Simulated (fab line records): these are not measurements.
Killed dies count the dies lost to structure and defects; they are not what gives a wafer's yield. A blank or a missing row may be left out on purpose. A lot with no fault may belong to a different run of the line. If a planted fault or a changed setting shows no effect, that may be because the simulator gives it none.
The tool behind it: which one? | flow sfq_line | Sampling: 14 lots, 42 wafers, 4 of 325 route steps

## WHAT THE GAUGES SHOWED, per wafer
SFQ_I4_BOW_MEAS_927. Usual: I4_BOW typically reads 1 um, with standard deviation 9.5.
lot  | measured     | on            | I4_BOW (um) | flag
L500 | day 54 23:20 | film_metro-03 | -2 -5 3     |
L502 | day 55 23:57 | film_metro-01 | -7 10 13    |
L503 | day 56 08:57 | film_metro-04 | 16 6 -5     |
L504 | day 56 17:57 | film_metro-01 | -3 -11 3    |
L505 | day 56 23:58 | film_metro-04 | -5 1 -22    |
L506 | day 57 02:58 | film_metro-04 | -5 -9 -6    |
L508 | day 57 11:58 | film_metro-01 | -4 -2 9     |
L509 | day 57 13:40 | film_metro-04 | 7 6 -7      |
L510 | day 58 06:28 | film_metro-01 | -9 -10 -12  |
L518 | day 61 13:45 | film_metro-03 | 0 4 -2      |
L519 | day 62 01:46 | film_metro-01 | 7 10 12     |
L521 | day 62 13:47 | film_metro-03 | 6 1 9       |
L522 | day 62 15:37 | film_metro-01 | 23 6 3      |
L523 | day 62 16:45 | film_metro-03 | -5 2 -4     |

SFQ_JJ_OVL_MEAS_931. Usual: J5_OVL typically reads 2 nm, with standard deviation 6.3.
lot  | measured     | on         | J5_OVL (nm) | flag
L500 | day 64 22:34 | overlay-01 | 0 -4 -8     |
L502 | day 65 22:34 | overlay-02 | 8 -4 5      |
L503 | day 65 23:46 | overlay-02 | -1 0 1      |
L504 | day 66 00:58 | overlay-02 | -8 -5 -5    |
L505 | day 66 02:10 | overlay-02 | -3 3 -7     |
L506 | day 66 03:22 | overlay-02 | 5 9 5       |
L508 | day 66 05:46 | overlay-02 | -2 -5 -5    |
L509 | day 66 06:58 | overlay-02 | 2 1 3       |
L510 | day 66 08:10 | overlay-02 | -11 -2 -7   |
L518 | day 71 05:01 | overlay-01 | 11 9 7      |
L519 | day 71 12:13 | overlay-02 | 9 4 8       |
L521 | day 72 05:01 | overlay-02 | -4 1 7      |
L522 | day 72 09:48 | overlay-02 | 6 0 4       |
L523 | day 72 11:00 | overlay-02 | 4 2 13      |

## TOOL THAT RAN EACH LOT (tool first, then ch and the chambers of the sampled wafers, then the start)
lot  | SFQ_TRILAYER_L0_CAP_PECVD_011  | SFQ_TRILAYER_M0_LITHO_PEB_024
L500 | pecvd-02 ch 1,2, day 3 23:23   | litho_track-01 ch 0, day 11 12:11
L502 | pecvd-04 ch 0,1,2, day 4 13:43 | litho_track-03 ch 0, day 12 01:28
L503 | pecvd-02 ch 0,1,2, day 4 20:38 | litho_track-02 ch 0, day 12 11:04
L504 | pecvd-01 ch 0,2, day 5 02:25   | litho_track-03 ch 0, day 12 20:40
L505 | pecvd-02 ch 0,1,2, day 5 10:49 | litho_track-01 ch 0, day 13 11:13
L506 | pecvd-01 ch 0,2, day 5 21:29   | litho_track-03 ch 0, day 14 10:01
L508 | pecvd-02 ch 0,2, day 6 10:41   | litho_track-02 ch 0, day 15 07:37
L509 | pecvd-04 ch 0,2, day 6 18:53   | litho_track-02 ch 0, day 16 00:31
L510 | pecvd-02 ch 0,2, day 6 23:27   | litho_track-02 ch 0, day 16 05:19
L518 | pecvd-02 ch 0,1, day 8 21:18   | litho_track-03 ch 0, day 18 19:59
L519 | pecvd-01 ch 0,1, day 9 03:32   | litho_track-03 ch 0, day 19 01:59
L521 | pecvd-02 ch 0,1, day 9 16:47   | litho_track-02 ch 0, day 20 08:32
L522 | pecvd-04 ch 0,2, day 9 20:23   | litho_track-02 ch 0, day 20 14:29
L523 | pecvd-02 ch 0,2, day 10 04:55  | litho_track-02 ch 0, day 21 07:17
- SFQ_TRILAYER_L0_CAP_PECVD_011: deposits SiO2 from SiH4/N2O, time 13.333 s, target thk 60 nm.
- SFQ_TRILAYER_M0_LITHO_PEB_024: peb time 60 s.

## WHAT THE TOOLS THEMSELVES READ (means of the sampled wafers that have a number; where no wafer has one, the mark that the record gives instead)
SFQ_TRILAYER_L0_CAP_PECVD_011. Usual: heater_power_w 90 W, standard deviation 20; throttle_valve_pct 24.2 %, standard deviation 0.88.
lot  | tool     | heater_power_w (W) | throttle_valve_pct (%) | flag
L500 | pecvd-02 | 92                 | 25.2                   |
L502 | pecvd-04 | 91                 | 24.3                   |
L503 | pecvd-02 | 89                 | 24.6                   |
L504 | pecvd-01 | 58                 | 23.8                   |
L505 | pecvd-02 | 86                 | 24.6                   |
L506 | pecvd-01 | 63                 | 23.9                   |
L508 | pecvd-02 | 86                 | 24.8                   |
L509 | pecvd-04 | 102                | 24.3                   |
L510 | pecvd-02 | 81                 | 24.8                   |
L518 | pecvd-02 | 87                 | 23.8                   |
L519 | pecvd-01 | 95                 | 24.0                   |
L521 | pecvd-02 | 99                 | 24.0                   |
L522 | pecvd-04 | 90                 | 22.7                   |
L523 | pecvd-02 | 88                 | 24.1                   |

SFQ_TRILAYER_M0_LITHO_PEB_024. Usual: heater_power_total_W 79.15 W, standard deviation 0.068; plate_temp_C 114.97 C, standard deviation 0.13.
lot  | tool           | heater_power_total_W (W) | plate_temp_C (C) | flag
L500 | litho_track-01 | 79.16                    | 114.99           |
L502 | litho_track-03 | 79.19                    | 115.08           |
L503 | litho_track-02 | 79.17                    | 114.97           |
L504 | litho_track-03 | 79.17                    | 115.05           |
L505 | litho_track-01 | 79.18                    | 115.10           |
L506 | litho_track-03 | 79.10                    | 115.06           |
L508 | litho_track-02 | 79.20                    | 114.93           |
L509 | litho_track-02 | 79.17                    | 114.89           |
L510 | litho_track-02 | 79.18                    | 115.07           |
L518 | litho_track-03 | 88.81                    | 125.39           | OFF
L519 | litho_track-03 | 88.81                    | 125.48           | OFF
L521 | litho_track-02 | 79.18                    | 114.68           |
L522 | litho_track-02 | 79.18                    | 114.87           |
L523 | litho_track-02 | 79.17                    | 114.97           |

## THE ANSWER, worked out from the rows above alone
Rule: lot off if the mean of its wafers having a number is beyond 3 standard deviations from the usual mean. Also off: a lot with no number at a reading for which 4 or more lots have one. Where the step has rows for the other lots, those lots are counted as sound. First the gauges in route order, then the tools' own readings, where a lot's mean is used as printed above. The first step at which some lot is off is used, and at that step the reading that is off furthest; a lot without a number counts as furthest.
Off: L518, L519 (SFQ_TRILAYER_M0_LITHO_PEB_024, heater_power_total_W).
A tool fits if, at that step or a process step before it, it ran every lot that is off, and no sound lot after the first of them. One fits: SFQ_TRILAYER_M0_LITHO_PEB_024 on litho_track-03. Its last sound lot is L506 (day 14 10:01), its first lot that is off L518 (day 18 19:59): a fault that began between those two fits.
The tool's own readings at SFQ_TRILAYER_M0_LITHO_PEB_024 bear it out: on the lots that are off they differ by more than 5 times the standard deviation of the sound lots' means. heater_power_total_W reads 88.81 W there against 79.17 W on the sound lots; plate_temp_C reads 125.44 C there against 114.97 C on the sound lots.

## WHAT HAD BEEN PUT IN BY THE SIMULATOR
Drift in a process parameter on litho_track-03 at SFQ_TRILAYER_M0_LITHO_PEB_024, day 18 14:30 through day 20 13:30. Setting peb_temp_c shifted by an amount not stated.
Struck lots among those shown: L518, L519. The rule given above showed the same thing.
